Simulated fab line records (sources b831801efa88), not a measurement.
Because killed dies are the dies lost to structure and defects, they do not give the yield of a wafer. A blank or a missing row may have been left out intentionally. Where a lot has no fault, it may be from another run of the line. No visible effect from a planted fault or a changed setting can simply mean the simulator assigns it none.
fab line records | flow gf180mcu
record: lots: 14 wafers: 40 last_day: 34
route steps=602 shown HV_LDD@233 PSD@255 NSD@262 SALICIDE@283
lots untouched by any fault: they come from a run of this same line in which no faults occurred
start_h: hours from the record's first day to the start of the lot's first wafer shown | wait_h: how many hours have passed since the lot's step before this one | " as in the row above | L1.1+2: a single row standing in for several wafers | - no value present, or no start provided | * or withheld: withheld | < > ~ a bound
route shown NAME@n: a module of which the file shows steps, and the number in the route of the first | usual: mean/standard deviation of fault-free wafers | same: alike in all rows | chamber/n: place in a boat | sites: readings site by site | _std_site: how widely they spread, as a standard deviation | _edge_site: outer sites' mean less inner sites' | radius_mm: how far each site lies from the wafer's centre | mask NAME#n: copy n | behind: tool/chamber where the wafer was last shaped | hold: cause of the lot's hold/its duration in hours/its outcome | device: the n, p or np transistor that did not switch | end of line: at the end of the route, the tests of the same wafers | a step with no rows: only its recipe | killed: at the first sort, the dies lost to defects and structure; wafer yield is something else | map: shows each die of a wafer: x if killed, . if not, _ if none is there
set.NAME: the setting the step ran with; set.NAME@STEP: the setting that earlier step ran with | model.NAME: the simulator's own value behind a step, which no gauge read
one table for each step of the route and one row for each wafer, over a sample of lots
services: the hour from which a tool's chamber was out of use, counted from the record's first day as start_h (under 0 if before that day), plus the number of hours and why
== steps ==
step: GF_HV_LDD_THK_MEAS_57
recipe: reads: Si3N4_of_HV_LDD_CVD_56
usual: HV_LDD_CVD_56_THK: 89.8/0.89
columns lot.wafer tool chamber start_h wait_h HV_LDD_CVD_56_THK[nm]
L869.2 film_metro-03 - 291.21 0.0 89.9
L869.3 " - " " 90.7
L869.4 " - " " 90.3
L870.1 film_metro-03 - 306.01 0.0 89.3
L870.2 " - " " 89.2
L870.3 " - " " 89.8
L871.1 film_metro-01 - 308.05 0.0 89.4
L871.3 " - " " 90.1
L871.5 " - " " 89.2
L872.1 film_metro-01 - 321.38 0.0 90.9
L872.4 " - " " 90.4
L872.5 " - " " 89.9
L873.1 film_metro-01 - 331.95 0.0 89.8
L873.4 " - " " 90.1
L875.3 film_metro-04 - 335.64 0.0 90.2
L875.6 " - " " 90.1
L883.1 film_metro-01 - 406.94 0.0 91.6
L883.2 " - " " 91.2
L883.6 " - " " 90.9
L884.1 film_metro-01 - 408.94 0.0 90.0
L884.3 " - " " 90.4
L884.6 " - " " 90.3
L885.1 film_metro-03 - 415.40 0.0 89.6
L885.3 " - " " 90.0
L885.6 " - " " 89.1
L887.1 film_metro-01 - 431.55 0.0 91.6
L887.2 " - " " 90.5
L887.6 " - " " 91.6
L888.1 film_metro-04 - 440.43 0.0 90.0
L888.3 " - " " 90.0
L888.4 " - " " 89.7
L889.2 film_metro-03 - 452.35 0.0 88.9
L889.4 " - " " 87.7
L889.6 " - " " 89.0
L890.2 film_metro-04 - 455.01 0.0 90.0
L890.5 " - " " 90.7
L890.6 " - " " 90.3
L891.1 film_metro-03 - 461.59 0.0 89.4
L891.4 " - " " 89.7
L891.6 " - " " 90.4
step: GF_PSD_CD_MEAS_07
recipe: target_cd_nm: 400
usual: cd_nm: 400.2/2
columns lot.wafer tool chamber start_h wait_h cd_nm
L869.2 cd_sem-02 - 332.74 0.1 398.5
L869.3 " - " " 398.7
L869.4 " - " " 400.8
L870.1 cd_sem-01 - 348.44 0.1 401.6
L870.2 " - " " 402.4
L870.3 " - " " 400.7
L871.1 cd_sem-02 - 349.73 0.1 399.0
L871.3 " - " " 402.9
L871.5 " - " " 400.4
L872.1 cd_sem-01 - 363.53 0.1 400.1
L872.4 " - " " 397.1
L872.5 " - " " 400.7
L873.1 cd_sem-02 - 375.22 0.1 399.9
L873.4 " - " " 402.2
L875.3 cd_sem-02 - 380.36 0.1 396.4
L875.6 " - " " 396.6
L883.1 cd_sem-02 - 456.33 0.1 401.7
L883.2 " - " " 401.0
L883.6 " - " " 401.0
L884.1 cd_sem-02 - 458.32 0.1 399.5
L884.3 " - " " 398.2
L884.6 " - " " 395.6
L885.1 cd_sem-01 - 464.67 0.1 400.7
L885.3 " - " " 399.9
L885.6 " - " " 399.4
L887.1 cd_sem-01 - 481.23 0.1 400.8
L887.2 " - " " 404.2
L887.6 " - " " 402.9
L888.1 cd_sem-02 - 490.17 0.1 396.8
L888.3 " - " " 400.1
L888.4 " - " " 399.4
L889.2 cd_sem-02 - 501.49 0.1 400.0
L889.4 " - " " 399.9
L889.6 " - " " 399.5
L890.2 cd_sem-02 - 503.59 0.1 403.5
L890.5 " - " " 401.2
L890.6 " - " " 403.0
L891.1 cd_sem-02 - 509.74 0.2 397.5
L891.4 " - " " 396.1
L891.6 " - " " 397.9
step: GF_PSD_RTA_13
recipe: temp_c: 1025 time_s: 20 ambient: N2
usual: lamp_power_pct: 32.8/0.97 run_length_s: 48.7/0.63 wafer_temp_C_max: 1028.7/1
columns lot.wafer tool chamber start_h wait_h lamp_power_pct run_length_s wafer_temp_C_max
L869.2 rtp_anneal-01 0 333.26 0.0 32.3 48.6 1029.2
L869.3 " 0 " " 32.3 48.8 1028.4
L869.4 " 0 " " 32.3 48.5 1028.7
L870.1 rtp_anneal-01 0 348.95 0.0 32.2 49.0 1028.0
L870.2 " 0 " " 32.3 48.6 1027.4
L870.3 " 0 " " 32.3 48.9 1028.4
L871.1 rtp_anneal-01 0 350.25 0.0 32.3 48.7 1029.0
L871.3 " 0 " " 32.2 48.6 1028.7
L871.5 " 0 " " 32.3 48.4 1028.1
L872.1 rtp_anneal-01 0 364.12 0.0 32.3 53.7 1029.1
L872.4 " 0 " " 32.2 48.8 1028.8
L872.5 " 0 " " 32.3 48.8 1028.7
L873.1 rtp_anneal-01 0 375.76 0.0 32.3 53.6 1028.6
L873.4 " 0 " " 32.3 48.7 1027.0
L875.3 rtp_anneal-01 0 380.87 0.0 32.3 53.9 1029.2
L875.6 " 0 " " 32.3 48.4 1028.0
L883.1 rtp_anneal-01 0 456.85 0.0 32.2 48.8 1028.0
L883.2 " 0 " " 32.3 48.5 1027.5
L883.6 " 0 " " 32.3 48.6 1027.2
L884.1 rtp_anneal-02 0 458.89 0.0 34.7 48.5 1032.5
L884.3 " 0 " " 34.7 48.8 1032.0
L884.6 " 0 " " 34.7 48.4 1028.8
L885.1 rtp_anneal-02 0 465.19 0.0 34.7 50.7 1030.5
L885.3 " 0 " " 34.6 50.7 1030.4
L885.6 " 0 " " 34.7 50.7 1029.5
L887.1 rtp_anneal-01 0 481.75 0.0 32.3 48.5 1027.8
L887.2 " 0 " " 32.3 48.4 1027.8
L887.6 " 0 " " 32.3 48.4 1028.3
L888.1 rtp_anneal-01 0 490.69 0.0 32.3 48.5 1027.7
L888.3 " 0 " " 32.3 48.4 1027.9
L888.4 " 0 " " 32.3 48.8 1028.1
L889.2 rtp_anneal-01 0 502.01 0.0 32.3 48.4 1028.2
L889.4 " 0 " " 32.3 48.5 1028.4
L889.6 " 0 " " 32.3 48.3 1027.2
L890.2 rtp_anneal-02 0 504.10 0.0 34.7 48.4 1030.5
L890.5 " 0 " " 34.7 48.9 1029.4
L890.6 " 0 " " 34.7 48.8 1029.7
L891.1 rtp_anneal-01 0 510.26 0.0 32.3 49.0 1030.6
L891.4 " 0 " " 32.3 48.3 1029.8
L891.6 " 0 " " 32.3 48.4 1029.1
step: GF_PSD_RS_MEAS_14
recipe: thk_meas_gauge: four-point-probe
usual: NSD_RS: 46.10/0.077
columns lot.wafer tool chamber start_h wait_h NSD_RS[ohm/sq]
L869.2 film_metro-01 - 333.35 0.1 46.15
L869.3 " - " " 45.96
L869.4 " - " " 46.07
L870.1 film_metro-02 - 349.03 0.1 45.96
L870.2 " - " " 46.14
L870.3 " - " " 46.14
L871.1 film_metro-03 - 350.33 0.1 46.05
L871.3 " - " " 46.02
L871.5 " - " " 46.23
L872.1 film_metro-03 - 364.20 0.1 44.96
L872.4 " - " " 46.08
L872.5 " - " " 46.01
L873.1 film_metro-01 - 375.84 0.1 45.01
L873.4 " - " " 46.20
L875.3 film_metro-01 - 380.96 0.1 44.99
L875.6 " - " " 45.97
L883.1 film_metro-03 - 456.93 0.1 46.09
L883.2 " - " " 46.12
L883.6 " - " " 46.22
L884.1 film_metro-02 - 458.97 0.1 46.19
L884.3 " - " " 46.11
L884.6 " - " " 46.12
L885.1 film_metro-02 - 465.36 0.1 46.04
L885.3 " - " " 46.07
L885.6 " - " " 46.16
L887.1 film_metro-03 - 481.83 0.1 46.16
L887.2 " - " " 46.07
L887.6 " - " " 46.10
L888.1 film_metro-02 - 490.78 0.1 46.15
L888.3 " - " " 46.10
L888.4 " - " " 46.16
L889.2 film_metro-02 - 502.10 0.1 46.01
L889.4 " - " " 45.97
L889.6 " - " " 46.05
L890.2 film_metro-02 - 504.19 0.1 46.11
L890.5 " - " " 46.16
L890.6 " - " " 46.18
L891.1 film_metro-03 - 510.34 0.1 46.00
L891.4 " - " " 45.98
L891.6 " - " " 46.00
step: GF_PSD_RS_MEAS_15
recipe: thk_meas_gauge: four-point-probe
usual: PSD_RS: 108.50/0.24
columns lot.wafer tool chamber start_h wait_h PSD_RS[ohm/sq]
L869.2 film_metro-01 - 333.47 0.1 108.40
L869.3 " - " " 108.46
L869.4 " - " " 108.37
L870.1 film_metro-02 - 349.15 0.1 108.43
L870.2 " - " " 108.43
L870.3 " - " " 108.60
L871.1 film_metro-03 - 350.45 0.1 108.61
L871.3 " - " " 108.46
L871.5 " - " " 108.43
L872.1 film_metro-03 - 364.32 0.1 105.54
L872.4 " - " " 108.58
L872.5 " - " " 108.45
L873.1 film_metro-01 - 375.96 0.1 105.71
L873.4 " - " " 108.67
L875.3 film_metro-01 - 381.08 0.1 105.59
L875.6 " - " " 108.06
L883.1 film_metro-03 - 457.05 0.1 108.62
L883.2 " - " " 108.45
L883.6 " - " " 108.73
L884.1 film_metro-02 - 459.09 0.1 108.48
L884.3 " - " " 108.72
L884.6 " - " " 108.68
L885.1 film_metro-02 - 465.48 0.1 108.51
L885.3 " - " " 108.40
L885.6 " - " " 108.74
L887.1 film_metro-03 - 481.95 0.1 108.63
L887.2 " - " " 108.60
L887.6 " - " " 108.40
L888.1 film_metro-02 - 490.90 0.1 108.35
L888.3 " - " " 108.61
L888.4 " - " " 108.19
L889.2 film_metro-02 - 502.22 0.1 108.12
L889.4 " - " " 107.88
L889.6 " - " " 108.04
L890.2 film_metro-02 - 504.31 0.1 108.62
L890.5 " - " " 108.90
L890.6 " - " " 108.54
L891.1 film_metro-03 - 510.46 0.1 108.36
L891.4 " - " " 107.99
L891.6 " - " " 108.44
step: GF_SALICIDE_THK_MEAS_05
recipe: thk_meas_gauge: xrf reads: TiN_of_SALICIDE_SPUTTER_03
usual: SALICIDE_TIN_THK: 19.70/0.26
columns lot.wafer tool chamber start_h wait_h SALICIDE_TIN_THK[nm]
L869.2 film_metro-02 - 356.28 0.1 19.90
L869.3 " - " " 19.66
L869.4 " - " " 19.43
L870.1 film_metro-02 - 371.22 0.1 19.83
L870.2 " - " " 20.00
L870.3 " - " " 19.47
L871.1 film_metro-01 - 373.52 0.1 19.63
L871.3 " - " " 19.68
L871.5 " - " " 19.88
L872.1 film_metro-04 - 387.42 0.1 19.58
L872.4 " - " " 19.47
L872.5 " - " " 19.65
L873.1 film_metro-04 - 399.36 0.1 19.84
L873.4 " - " " 19.76
L875.3 film_metro-04 - 405.28 0.1 19.52
L875.6 " - " " 19.66
L883.1 film_metro-01 - 481.95 0.1 20.17
L883.2 " - " " 19.70
L883.6 " - " " 19.92
L884.1 film_metro-01 - 483.97 0.1 19.22
L884.3 " - " " 19.43
L884.6 " - " " 19.60
L885.1 film_metro-04 - 490.72 0.1 19.92
L885.3 " - " " 19.57
L885.6 " - " " 19.34
L887.1 film_metro-02 - 506.50 0.1 19.63
L887.2 " - " " 19.76
L887.6 " - " " 19.84
L888.1 film_metro-02 - 515.04 0.1 19.69
L888.3 " - " " 19.67
L888.4 " - " " 19.92
L889.2 film_metro-02 - 526.61 0.1 19.58
L889.4 " - " " 19.87
L889.6 " - " " 20.12
L890.2 film_metro-02 - 527.91 0.1 19.71
L890.5 " - " " 19.34
L890.6 " - " " 19.75
L891.1 film_metro-01 - 534.09 0.1 19.89
L891.4 " - " " 19.69
L891.6 " - " " 19.72
== services ==
columns tool chamber start_h hours kind
rtp_anneal-02 - 312.56 94.3 pm
rtp_anneal-02 - 412.24 2.9 pm
rtp_anneal-02 - 423.72 0.8 repair
== key ==
first_sign: step: GF_PSD_RTA_13 reading: run_length_s direction: up sigmas: 7.9 usual: * struck: *
effect: step: GF_PSD_RS_MEAS_14 reading: NSD_RS direction: down sigmas: 14 usual: 46.10 struck: 44.99
effect: step: GF_PSD_RS_MEAS_15 reading: PSD_RS direction: down sigmas: 12 usual: 108.50 struck: 105.61
met_at GF_PSD_RTA_13
struck_lots L872,L873,L875
struck_wafers L872.1,L873.1,L875.3
tester_left_out L872,L873,L875
not_acting_at GF_HV_LDD_THK_MEAS_57,GF_PSD_CD_MEAS_07,GF_SALICIDE_THK_MEAS_05
onset_between 350.25 364.12
fault: kind: process_parameter_drift tool: rtp_anneal-01 chamber: - onset_h: 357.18 steps: GF_PSD_RTA_13 channel: time_s offset: * shape: step end_h: 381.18 scope: struck_wafers_only acts_in: * stated: *
tester_left_out: of these lots the tester's yield and bins aren't shown, on N5 and GAA mostly nor the transistor test; their killed dies are dies lost to structure and defects alone, not to doping, threshold or leakage, so they don't give the yield
